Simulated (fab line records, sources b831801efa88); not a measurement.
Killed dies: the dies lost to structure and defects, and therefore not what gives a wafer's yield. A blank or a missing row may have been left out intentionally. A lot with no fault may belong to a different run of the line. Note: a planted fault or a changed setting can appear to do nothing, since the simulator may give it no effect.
Chamber matching    flow gf180mcu    GF_SAB_CVD_00 on pecvd-04: 3 sister chambers
The step deposits SiO2 from TEOS, target thk 50 nm, time 4.9302 s. 3 wafers are shown with their chamber, then 7 later ones without.

## EACH WAFER AND ITS CHAMBER
wafer   chamber  heater power w (W)
L968.4  0        701
L968.5  1        661
L981.4  2        567

## WAFERS MISSING THEIR CHAMBER
wafer   heater power w (W)
L981.6  733
L982.2  681
L982.3  704
L982.4  796
L985.1  776
L985.3  678
L985.6  719

## WHICH CHAMBER EACH WENT THROUGH
wafer   from the rows above           in truth
L981.6  can't be placed: 0 or 1       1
L982.2  can't be placed: 0 or 1 or 2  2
L982.3  can't be placed: 0 or 1       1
L982.4  can't be placed: 0 or 1       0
L985.1  can't be placed: 0 or 1       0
L985.3  can't be placed: 1 or 0 or 2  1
L985.6  can't be placed: 0 or 1       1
Placed correctly: 0 of 7. These rows do not allow placing 7 (true chamber among the candidates in 7). Placed wrongly: 0.
How it was worked out, from the rows above alone: a wafer's distance from a chamber is the root of the sum, over the readings, of the square of ((its reading less the chamber's mean) divided by the reading's scatter). If the next closest chamber is less than 2 further off than the closest, the wafer can't be placed; otherwise it belongs to the closest. Each chamber's mean is taken over the wafers shown for it. The scatter: with one shown wafer a chamber, the root of the mean of the squares of how far each hidden wafer lies from its nearest shown one.
